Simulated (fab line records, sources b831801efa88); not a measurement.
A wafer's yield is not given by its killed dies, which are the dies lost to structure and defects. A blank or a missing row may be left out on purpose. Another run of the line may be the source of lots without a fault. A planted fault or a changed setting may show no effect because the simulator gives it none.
What tool caused it? | flow gf180mcu | 33 wafers from 11 lots sampled at 3 of the route's 602 steps

WHAT THE GAUGES SHOWED, per wafer
GF_M2_CD_MEAS_14 targets a cd of 280 nm. Usual: cdNm at 280.0 nm, with a standard deviation of 1.2.
lot  | measured     | on       | cdNm (nm)         | flag
L277 | day 19 09:37 | cdSem-02 | 280.7 280.7 279.9 | 
L278 | day 19 18:10 | cdSem-01 | 279.2 280.5 280.0 | 
L282 | day 21 04:31 | cdSem-01 | 278.6 277.5 278.7 | 
L284 | day 21 23:14 | cdSem-01 | 279.8 277.2 279.4 | 
L287 | day 22 22:46 | cdSem-02 | 279.5 280.5 279.1 | 
L290 | day 24 02:35 | cdSem-02 | 281.6 280.6 280.4 | 
L291 | day 24 11:56 | cdSem-02 | 278.5 278.3 279.5 | 
L295 | day 25 23:13 | cdSem-01 | 280.2 280.3 280.2 | 
L296 | day 26 02:20 | cdSem-01 | 280.6 280.0 280.8 | 
L298 | day 26 20:47 | cdSem-02 | 280.3 281.2 280.4 | 
L300 | day 27 07:21 | cdSem-01 | 279.0 278.8 279.3 | 

GF_V2_THK_MEAS_03. Usual: V2_CVD_02_THK typically reads 850 nm, with standard deviation 10.
lot  | measured     | on           | V2_CVD_02_THK (nm) | flag
L277 | day 19 10:40 | filmMetro-01 | 848 845 868        | 
L278 | day 19 19:11 | filmMetro-04 | 832 851 846        | 
L282 | day 21 05:34 | filmMetro-04 | 850 845 850        | 
L284 | day 22 00:14 | filmMetro-04 | 841 849 851        | 
L287 | day 22 23:47 | filmMetro-03 | 847 852 852        | 
L290 | day 24 03:44 | filmMetro-01 | 841 837 847        | 
L291 | day 24 12:58 | filmMetro-03 | 830 837 854        | 
L295 | day 26 00:16 | filmMetro-03 | 839 850 861        | 
L296 | day 26 03:22 | filmMetro-01 | 855 865 871        | 
L298 | day 26 21:49 | filmMetro-01 | 855 844 867        | 
L300 | day 27 08:22 | filmMetro-01 | 850 861 852        | 

WHAT TOOL EACH LOT RAN ON (gives the tool, then ch and the chambers of the sampled wafers, and finally the start)
lot  | GF_M2_SPUTTER_04
L277 | pvdSputter-03, day 18 09:57
L278 | pvdSputter-03, day 18 17:26
L282 | pvdSputter-01, day 20 04:38
L284 | pvdSputter-02, day 20 23:51
L287 | pvdSputter-02, day 22 00:05
L290 | pvdSputter-01, day 23 04:12
L291 | pvdSputter-01, day 23 13:04
L295 | pvdSputter-02, day 24 15:49
L296 | pvdSputter-02, day 25 03:40
L298 | pvdSputter-03, day 26 01:54
L300 | pvdSputter-01, day 26 10:55
- GF_M2_SPUTTER_04: material TiN, target thk 50 nm, time 41.7 s.

WHAT THE TOOLS THEMSELVES READ (means of the sampled wafers that have a number; where no wafer has one, the mark that the record gives instead)
GF_M2_SPUTTER_04. Usual: throttleValvePct at 30.1 %, with a standard deviation of 1.
lot  | tool          | throttleValvePct (%) | flag
L277 | pvdSputter-03 | 29.8                 | 
L278 | pvdSputter-03 | 30.2                 | 
L282 | pvdSputter-01 | 30.7                 | 
L284 | pvdSputter-02 | 29.8                 | 
L287 | pvdSputter-02 | 29.8                 | 
L290 | pvdSputter-01 | 30.7                 | 
L291 | pvdSputter-01 | 30.4                 | 
L295 | pvdSputter-02 | 30.5                 | 
L296 | pvdSputter-02 | 29.8                 | 
L298 | pvdSputter-03 | 30.4                 | 
L300 | pvdSputter-01 | 30.6                 | 

THE ANSWER, worked out from the rows above alone
Rule: a lot counts as off when the mean over its wafers that have a number is more than 3 standard deviations away from the usual mean. Also off: a lot with no number at a reading for which 4 or more lots have one. All remaining lots with rows at the step are treated as sound. Order of review: gauges by route order, followed by the tools' own readings, for which a lot's mean as printed above is used. The first step at which some lot is off is used, and at that step the reading that is off furthest; a lot without a number counts as furthest.
Nothing can be told from this: no lot is off at any reading shown.

WHAT THE SIMULATOR PUT IN
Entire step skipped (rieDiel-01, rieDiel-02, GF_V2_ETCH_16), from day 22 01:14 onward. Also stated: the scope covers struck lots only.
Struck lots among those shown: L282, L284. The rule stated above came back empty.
